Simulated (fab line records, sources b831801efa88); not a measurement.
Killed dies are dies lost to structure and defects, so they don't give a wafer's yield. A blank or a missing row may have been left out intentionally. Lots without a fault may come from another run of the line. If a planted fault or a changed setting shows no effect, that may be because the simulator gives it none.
Split-lot trial || flow sky130 || 5 lots, 22 wafers read, on a route of 708 steps

## THE SPLIT
At SKY_METAL5_EXPOSE_11 (exposes mask MM5, target cd 1600 nm), the setting dose mj was moved away from the recipe's 190 on 10 of the 22 wafers read, by -5.4% to +5.1%. This setting was run at the recipe's value on the other wafers.

## FROM THE SPLIT TO THE READING: what the file shows between them, 2 steps
- SKY_METAL5_PEB_12
- SKY_METAL5_DEVELOP_13: develop time 60 s

## THE READING
METAL5.cd nm (the simulator's own value, which no gauge read), in nm, at SKY_METAL5_DESCUM_14 (chemistry O2, time 11 s). No usual value for it is given in the file. Average 1598 nm, standard deviation 2 nm, over the 12 wafers here run with the recipe.

{"wafer": "L074.1", "tool, chamber at the split": "iline stepper-01, 0", "dose mj as run": 179.7, "against the recipe": "-5.4%", "METAL5.cd nm, nm": 1614, "against lot-mates on the recipe": "+18"}
{"wafer": "L074.5", "tool, chamber at the split": "iline stepper-01, 0", "dose mj as run": 179.7, "against the recipe": "-5.4%", "METAL5.cd nm, nm": 1614, "against lot-mates on the recipe": "+18"}
{"wafer": "L074.2", "tool, chamber at the split": "iline stepper-01, 0", "dose mj as run": 190, "against the recipe": "recipe", "METAL5.cd nm, nm": 1596, "against lot-mates on the recipe": "-"}
{"wafer": "L074.4", "tool, chamber at the split": "iline stepper-01, 0", "dose mj as run": 190, "against the recipe": "recipe", "METAL5.cd nm, nm": 1595, "against lot-mates on the recipe": "-"}
{"wafer": "L074.6", "tool, chamber at the split": "iline stepper-01, 0", "dose mj as run": 190, "against the recipe": "recipe", "METAL5.cd nm, nm": 1597, "against lot-mates on the recipe": "-"}
{"wafer": "L077.1", "tool, chamber at the split": "iline stepper-01, 0", "dose mj as run": 190, "against the recipe": "recipe", "METAL5.cd nm, nm": 1602, "against lot-mates on the recipe": "-"}
{"wafer": "L077.2", "tool, chamber at the split": "iline stepper-01, 0", "dose mj as run": 184.6, "against the recipe": "-2.8%", "METAL5.cd nm, nm": 1610, "against lot-mates on the recipe": "+8"}
{"wafer": "L077.4", "tool, chamber at the split": "iline stepper-01, 0", "dose mj as run": 184.6, "against the recipe": "-2.8%", "METAL5.cd nm, nm": 1608, "against lot-mates on the recipe": "+6"}
{"wafer": "L077.6", "tool, chamber at the split": "iline stepper-01, 0", "dose mj as run": 184.6, "against the recipe": "-2.8%", "METAL5.cd nm, nm": 1607, "against lot-mates on the recipe": "+5"}
{"wafer": "L083.4", "tool, chamber at the split": "iline stepper-02, 0", "dose mj as run": 190, "against the recipe": "recipe", "METAL5.cd nm, nm": 1597, "against lot-mates on the recipe": "-"}
{"wafer": "L083.5", "tool, chamber at the split": "iline stepper-02, 0", "dose mj as run": 190, "against the recipe": "recipe", "METAL5.cd nm, nm": 1598, "against lot-mates on the recipe": "-"}
{"wafer": "L083.6", "tool, chamber at the split": "iline stepper-02, 0", "dose mj as run": 190, "against the recipe": "recipe", "METAL5.cd nm, nm": 1600, "against lot-mates on the recipe": "-"}
{"wafer": "L081.1", "tool, chamber at the split": "iline stepper-01, 0", "dose mj as run": 199.7, "against the recipe": "+5.1%", "METAL5.cd nm, nm": 1584, "against lot-mates on the recipe": -13}
{"wafer": "L081.4", "tool, chamber at the split": "iline stepper-01, 0", "dose mj as run": 199.7, "against the recipe": "+5.1%", "METAL5.cd nm, nm": 1584, "against lot-mates on the recipe": -13}
{"wafer": "L081.2", "tool, chamber at the split": "iline stepper-01, 0", "dose mj as run": 190, "against the recipe": "recipe", "METAL5.cd nm, nm": 1599, "against lot-mates on the recipe": "-"}
{"wafer": "L081.5", "tool, chamber at the split": "iline stepper-01, 0", "dose mj as run": 190, "against the recipe": "recipe", "METAL5.cd nm, nm": 1596, "against lot-mates on the recipe": "-"}
{"wafer": "L081.6", "tool, chamber at the split": "iline stepper-01, 0", "dose mj as run": 190, "against the recipe": "recipe", "METAL5.cd nm, nm": 1597, "against lot-mates on the recipe": "-"}
{"wafer": "L085.1", "tool, chamber at the split": "iline stepper-02, 0", "dose mj as run": 190, "against the recipe": "recipe", "METAL5.cd nm, nm": 1600, "against lot-mates on the recipe": "-"}
{"wafer": "L085.2", "tool, chamber at the split": "iline stepper-02, 0", "dose mj as run": 190, "against the recipe": "recipe", "METAL5.cd nm, nm": 1600, "against lot-mates on the recipe": "-"}
{"wafer": "L085.3", "tool, chamber at the split": "iline stepper-02, 0", "dose mj as run": 183.8, "against the recipe": "-3.3%", "METAL5.cd nm, nm": 1610, "against lot-mates on the recipe": "+10"}
{"wafer": "L085.4", "tool, chamber at the split": "iline stepper-02, 0", "dose mj as run": 183.8, "against the recipe": "-3.3%", "METAL5.cd nm, nm": 1610, "against lot-mates on the recipe": "+10"}
{"wafer": "L085.6", "tool, chamber at the split": "iline stepper-02, 0", "dose mj as run": 183.8, "against the recipe": "-3.3%", "METAL5.cd nm, nm": 1608, "against lot-mates on the recipe": "+8"}

FIT RESULTS
A straight line over all 22 wafers: METAL5.cd nm changes by -3.02 nm for each +1% of dose mj; r = -0.98; the points scatter about the line by 1.9 nm.
The same after taking each lot's own level away (the mean of its wafers on the recipe; 22 wafers): -2.84 nm for each +1%; r = -0.98; scatter 1.5 nm.
The reading moves by 15 nm for the largest change in dose mj, on that fit.
From 1596.0 to 1602.0 nm: that is the span of the lots' own levels, equal to 3.0 times the standard deviation above.
So the lot-to-lot level changes the slope little: the two slopes agree.
Check: for one of the wafers moved furthest among these (-5.4%), held out of the fit, the line's prediction against its lot-mates is +15 nm. It came out at +18 nm against them.

## FURTHER SPLITS ON THESE WAFERS
Other splits were also applied to these wafers ahead of the reading. Each is held against what the fit with the lots' levels taken away leaves over:
{"other split on the same wafers": "SKY_CAP2M_METAL_ETCH_13 icp w", "wafers away from the commonest value": 8, "r with METAL5.cd nm (lot level and that fit taken away)": -0.12}
{"other split on the same wafers": "SKY_METAL4_EXPOSE_10 dose mj", "wafers away from the commonest value": 4, "r with METAL5.cd nm (lot level and that fit taken away)": "+0.07"}
{"other split on the same wafers": "SKY_VIA4_HDPCVD_00 time s", "wafers away from the commonest value": 7, "r with METAL5.cd nm (lot level and that fit taken away)": "+0.35"}
{"other split on the same wafers": "SKY_VIA4_DEVELOP_10 develop time s", "wafers away from the commonest value": 9, "r with METAL5.cd nm (lot level and that fit taken away)": -0.07}
{"other split on the same wafers": "SKY_VIA4_SPUTTER_17 power w", "wafers away from the commonest value": 8, "r with METAL5.cd nm (lot level and that fit taken away)": -0.07}
{"other split on the same wafers": "SKY_METAL5_SPUTTER_01 chamber pressure pa", "wafers away from the commonest value": 14, "r with METAL5.cd nm (lot level and that fit taken away)": -0.07}

## FILE'S OWN FIT
METAL5.cd nm changes by -2.89 nm for each +1% of dose mj, r = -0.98.
